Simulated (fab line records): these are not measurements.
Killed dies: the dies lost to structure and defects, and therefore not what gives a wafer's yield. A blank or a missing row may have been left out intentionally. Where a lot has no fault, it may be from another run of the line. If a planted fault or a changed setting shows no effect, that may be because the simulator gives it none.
fab line records    flow gf180mcu
[record] lots = 6  wafers = 18  lastDay = 34
route steps=602 shown V5@545
lots that met no fault: taken from a fault-free run of the same line
startH: start of the lot's first displayed wafer, in hours after the record's first day    waitH: hours from the lot's prior step to this one    " the same as in the row above    L1.1+2: several wafers, shown together as one row    - value missing, or start not given    * or withheld: withheld    < > ~ a bound
route shown NAME@n: names a module that has steps shown in the file, with the first one's number in the route    usual: mean and standard deviation over wafers with no fault    same: alike in all rows    chamber/n: place in a boat    sites: the reading at each site    _std_site: how widely they spread, as a standard deviation    _edge_site: mean of outer sites minus mean of inner sites    radiusMm: for every site, how far away it sits from the centre of the wafer    mask NAME#n: copy n    behind: the tool/chamber that last shaped the wafer    hold: what put the lot on hold/how long, in hours/how the hold closed    device: whichever transistor did not switch (one of n, p or np)    end of line: tests run on the same wafers once the route is complete    where a step has no rows: the recipe by itself    killed: count of dies lost to structure and defects at first sort (not the wafer's yield)    map: dies across one wafer; x = killed, . = not, _ = none there
set.NAME: the setting as run; set.NAME@STEP: as run at that earlier step    model.NAME: the simulator's own value behind a step, which no gauge read
lots at selected steps of the route; one table per step, one row per wafer
services: when a tool's chamber went out of use (startH, in hours from the record's first day, below 0 if earlier), for how many hours, and the reason
[[steps]]
[step GF_V5_BOW_MEAS_05]
[recipe] mode = bow
[usual] V5_BOW = 134/10
lot.wafer  tool          chamber  startH  waitH  V5_BOW[um]
L585.3     filmMetro-04  -        641.01  0.3    115
L585.4     "             -        "       "      123
L585.6     "             -        "       "      121
L589.3     filmMetro-02  -        676.51  0.1    154
L589.5     "             -        "       "      150
L589.6     "             -        "       "      150
L591.1     filmMetro-04  -        686.91  0.2    128
L591.3     "             -        "       "      125
L591.6     "             -        "       "      122
L592.1     filmMetro-01  -        690.93  0.2    143
L592.4     "             -        "       "      146
L592.5     "             -        "       "      147
L601.3     filmMetro-02  -        751.24  0.2    113
L601.5     "             -        "       "      130
L601.6     "             -        "       "      130
L602.1     filmMetro-02  -        755.16  0.1    149
L602.2     "             -        "       "      158
L602.5     "             -        "       "      137
[step GF_V5_DEHYDRATE_06]
[recipe] tempC = 200  timeS = 60
[step GF_V5_HMDS_07]
[recipe] primeTimeS = 60  primeTempC = 120
[step GF_V5_COAT_08]
[recipe] resist = BARC  tempC = withheld  timeS = withheld  spinRpm = withheld  resistThkNm = withheld
[step GF_V5_COAT_09]
[recipe] resist = KrF  spinRpm = withheld  resistThkNm = 1000
[step GF_V5_SOFTBAKE_10]
[recipe] tempC = 130  timeS = 60  resist = KrF
[step GF_V5_EXPOSE_11]
[recipe] maskId = Via5  targetCdNm = 260  na = 0.68  sourceShape = conventional  sigmaOuter = 0.6  doseMj = 38
[step GF_V5_PEB_12]
[recipe] pebTempC = 135  pebTimeS = 92.22  resist = KrF
[usual] plateSensorTCentreC = 136.13/0.0094  plateSensorTEdgeC = 136.29/0.011
lot.wafer  tool           chamber  startH  waitH  plateSensorTCentreC  plateSensorTEdgeC
L585.3     lithoTrack-03  0        -       -      136.13               136.31
L585.4     "              0        "       "      136.12               136.29
L585.6     "              0        "       "      136.14               136.29
L589.3     lithoTrack-01  0        -       -      136.12               136.31
L589.5     "              0        "       "      136.13               136.31
L589.6     "              0        "       "      136.14               136.3
L591.1     lithoTrack-01  0        -       -      136.13               136.28
L591.3     "              0        "       "      136.13               136.3
L591.6     "              0        "       "      136.14               136.3
L592.1     lithoTrack-04  0        -       -      136.13               136.28
L592.4     "              0        "       "      136.12               136.31
L592.5     "              0        "       "      136.14               136.3
L601.3     lithoTrack-03  0        -       -      136.13               136.27
L601.5     "              0        "       "      136.14               136.29
L601.6     "              0        "       "      136.11               136.29
L602.1     lithoTrack-01  0        -       -      136.14               136.3
L602.2     "              0        "       "      136.13               136.29
L602.5     "              0        "       "      136.13               136.28
[step GF_V5_DEVELOP_13]
[recipe] developTimeS = 60  resist = KrF  devTempC = 21
[step GF_V5_CD_MEAS_14]
[recipe] targetCdNm = 260
[usual] cdNm = 259.7/1.2
lot.wafer  tool      chamber  startH  waitH  cdNm
L585.3     cdSem-02  -        659.96  0.1    261.8
L585.4     "         -        "       "      261.4
L585.6     "         -        "       "      262.5
L589.3     cdSem-01  -        695.00  0.1    260.1
L589.5     "         -        "       "      259.7
L589.6     "         -        "       "      260.1
L591.1     cdSem-01  -        705.51  0.1    258.8
L591.3     "         -        "       "      259.3
L591.6     "         -        "       "      259.1
L592.1     cdSem-02  -        709.32  0.1    260.0
L592.4     "         -        "       "      260.0
L592.5     "         -        "       "      259.6
L601.3     cdSem-01  -        768.41  0.1    261.1
L601.5     "         -        "       "      260.6
L601.6     "         -        "       "      260.5
L602.1     cdSem-02  -        770.96  0.1    261.7
L602.2     "         -        "       "      260.2
L602.5     "         -        "       "      258.2
[step GF_V5_OVL_MEAS_15]
[usual] V5_OVL = 0/6.1
lot.wafer  tool        chamber  startH  waitH  V5_OVL[nm]
L585.3     overlay-01  -        660.05  0.1    -4
L585.4     "           -        "       "      10
L585.6     "           -        "       "      4
L589.3     overlay-02  -        695.09  0.1    -1
L589.5     "           -        "       "      -5
L589.6     "           -        "       "      -8
L591.1     overlay-01  -        705.63  0.1    4
L591.3     "           -        "       "      7
L591.6     "           -        "       "      -1
L592.1     overlay-01  -        709.44  0.1    4
L592.4     "           -        "       "      3
L592.5     "           -        "       "      0
L601.3     overlay-02  -        768.50  0.1    5
L601.5     "           -        "       "      -1
L601.6     "           -        "       "      8
L602.1     overlay-01  -        771.08  0.1    15
L602.2     "           -        "       "      7
L602.5     "           -        "       "      12
[step GF_V5_ETCH_16]
[recipe] chemistry = N2/H2  targetDepthA = withheld  overetchA = withheld  timeS = withheld  target = BARC  ionEnergyEv = 200  sourceW = 500  biasW = 100  pressureMtorr = 30  n2FlowSccm = 100  h2FlowSccm = 200
[usual] biasW = 100.00/0.3  chamberPressureMTorr = 29.998/0.027  drypumpMotorCurrentA = 6.0/0.37  h2FlowSccm = 200.0/0.59  oesProductAu = 0.853/0.0047  throttleValvePct = 13.225/0.011
lot.wafer  tool        chamber  startH  waitH  biasW   chamberPressureMTorr  drypumpMotorCurrentA  h2FlowSccm  oesProductAu  throttleValvePct
L585.3     rieDiel-03  3        660.07  0.0    99.92   30.036                5.6                   199.6       0.851         13.216
L585.4     "           0        "       "      100.02  29.969                6.4                   200.2       0.850         13.220
L585.6     "           3        "       "      100.24  29.999                5.6                   199.8       0.854         13.218
L589.3     rieDiel-01  1        695.11  0.0    100.07  29.973                5.5                   200.4       0.856         13.233
L589.5     "           3        "       "      100.19  30.024                5.6                   199.4       0.852         13.233
L589.6     "           2        "       "      100.25  30.023                5.8                   199.6       0.853         13.219
L591.1     rieDiel-03  1        705.66  0.0    100.34  30.034                6.3                   199.9       0.852         13.233
L591.3     "           0        "       "      100.19  30.022                6.4                   200.0       0.852         13.235
L591.6     "           1        "       "      100.00  29.994                6.3                   200.2       0.856         13.227
L592.1     rieDiel-01  3        709.48  0.0    100.27  29.994                5.6                   200.2       0.851         13.236
L592.4     "           0        "       "      99.76   29.986                6.3                   200.4       0.854         13.239
L592.5     "           3        "       "      100.35  29.983                5.6                   199.8       0.857         13.231
L601.3     rieDiel-03  0        768.52  0.0    99.66   29.928                6.3                   200.7       0.848         13.227
L601.5     "           3        "       "      100.20  30.023                5.6                   200.3       0.846         13.220
L601.6     "           0        "       "      100.24  29.992                6.3                   201.4       0.858         13.245
L602.1     rieDiel-04  0        771.11  0.0    99.87   29.987                5.7                   199.3       0.850         13.240
L602.2     "           3        "       "      100.38  30.006                6.1                   201.0       0.865         13.206
L602.5     "           3        "       "      99.89   29.992                6.1                   201.2       0.850         13.228
[step GF_V5_ETCH_17]
[recipe] chemistry = C4F8/O2/Ar  maskMaterial = KrF  target = SiO2  stopOn = TiN  sourceW = 1500  biasW = 1200  pressureMtorr = 40  c4f8FlowSccm = withheld  O2_flow_sccm = 6  Ar_flow_sccm = 300  timeS = withheld  targetDepthA = 8550
[usual] biasW = 1200/3.8  chamberPressureMTorr = 40.00/0.034  oesProductAu = 0.860/0.0046
lot.wafer  tool        chamber  startH  waitH  biasW  chamberPressureMTorr  oesProductAu
L585.3     rieDiel-03  3        660     -      1198   40.07                 0.856
L585.4     "           0        "       "      1201   39.95                 0.861
L585.6     "           3        "       "      1205   40.04                 0.860
L589.3     rieDiel-01  1        695     -      1202   40.02                 0.862
L589.5     "           3        "       "      1202   39.99                 0.856
L589.6     "           2        "       "      1200   39.99                 0.858
L591.1     rieDiel-03  1        705     -      -      -                     -
L591.3     "           0        "       "      -      -                     -
L591.6     "           1        "       "      -      -                     -
L592.1     rieDiel-01  3        709     -      -      -                     -
L592.4     "           0        "       "      -      -                     -
L592.5     "           3        "       "      -      -                     -
L601.3     rieDiel-03  0        768     -      1198   40.02                 0.861
L601.5     "           3        "       "      1204   39.96                 0.860
L601.6     "           0        "       "      1195   40.01                 0.862
L602.1     rieDiel-04  0        771     -      1201   39.98                 0.859
L602.2     "           3        "       "      1201   40.02                 0.859
L602.5     "           3        "       "      1199   40.01                 0.865
[step GF_V5_STRIP_18]
[recipe] chemistry = O2/N2  powerW = 1400  pressureMtorr = 1500  platenTempC = 250  o2FlowSccm = 3000  n2FlowSccm = 300  overashFraction = 0.5
[usual] drypumpMotorCurrentA = 5.8/0.6  heaterPowerW = 347/42  oesProductAu = 0.568/0.0055
lot.wafer  tool            chamber  startH  waitH  drypumpMotorCurrentA  heaterPowerW  oesProductAu  rfHoursCounterH
L585.3     plasmaAsher-03  1        660.26  -      4.9                   295           0.566         -
L585.4     "               0        "       "      5.6                   329           0.565         -
L585.6     "               0        "       "      5.6                   318           0.571         -
L589.3     plasmaAsher-04  1        695.30  -      6.6                   394           0.567         -
L589.5     "               0        "       "      6.0                   390           0.570         -
L589.6     "               1        "       "      6.6                   401           0.563         -
L591.1     plasmaAsher-03  1        705.82  -      4.9                   295           0.678         65
L591.3     "               0        "       "      5.7                   325           0.670         -
L591.6     "               0        "       "      5.6                   327           0.666         -
L592.1     plasmaAsher-03  1        709.63  -      4.9                   294           0.668         65
L592.4     "               0        "       "      5.6                   324           0.664         -
L592.5     "               0        "       "      5.6                   332           0.671         -
L601.3     plasmaAsher-04  1        768.71  -      6.6                   402           0.557         -
L601.5     "               1        "       "      6.6                   407           0.567         -
L601.6     "               0        "       "      6.1                   417           0.565         -
L602.1     plasmaAsher-01  1        771.27  -      5.4                   321           0.574         101
L602.2     "               0        "       "      6.5                   361           0.568         101
L602.5     "               0        "       "      6.4                   355           0.571         -
[step GF_V5_STRIP_19]
[recipe] chemistry = postEtchResidueRemover  timeS = 1200  tempC = 72.5
[[services]]
tool            chamber  startH  hours  kind
rieDiel-01      2        640.04  4.6    repair
rieDiel-03      2        669.52  7.5    repair
plasmaAsher-01  -        669.61  4.3    repair
rieDiel-04      1        679.44  -      clean
rieDiel-04      1        679.44  12.8   scheduledDown
rieDiel-04      1        679.44  12.8   ventCycle
plasmaAsher-03  -        682.30  2.8    repair
rieDiel-03      3        683.68  5.6    repair
rieDiel-03      -        688.75  0.7    repair
rieDiel-04      1        695.06  9.2    repair
rieDiel-01      2        707.76  7.4    repair
rieDiel-04      -        722.45  2.5    repair
rieDiel-01      -        723.79  1.3    repair
rieDiel-04      1        728.34  10.9   repair
plasmaAsher-04  -        733.75  9.0    pm
plasmaAsher-04  0        733.75  9.0    ventCycle
plasmaAsher-04  1        733.75  9.0    ventCycle
plasmaAsher-04  0        742.75  -      clean
plasmaAsher-04  1        742.75  -      clean
rieDiel-03      0        748.75  6.7    repair
rieDiel-04      2        755.88  55.9   repair
rieDiel-04      1        759.32  9.2    repair
[[key]]
[firstSign] step = GF_V5_ETCH_17  reading = toolRecord  direction = missing
[effect] step = GF_V5_STRIP_18  reading = oesProductAu  direction = up  sigmas = 18  usual = 0.568  struck = 0.669
metAt GF_V5_ETCH_17
struckWafers L591.1,L591.3,L591.6,L592.1,L592.4,L592.5
laterRowsLeftOut L591.1,L591.3,L591.6,L592.1,L592.4,L592.5
sortLeftOut L591.1,L591.3,L591.6,L592.1,L592.4,L592.5
onsetBetween 695 705
[fault] kind = skippedStepWhole  tool = rieDiel-01,rieDiel-03  chamber = -  onsetH = 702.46  steps = GF_V5_ETCH_17  scope = struckLotsOnly
// sortLeftOut: the simulated sort isn't trusted on such a fault, so these wafers' sort isn't shown, and their yield isn't known
// laterRowsLeftOut: the simulator's readings of these wafers behind a module that went badly wrong aren't trusted and aren't shown, but for the sort
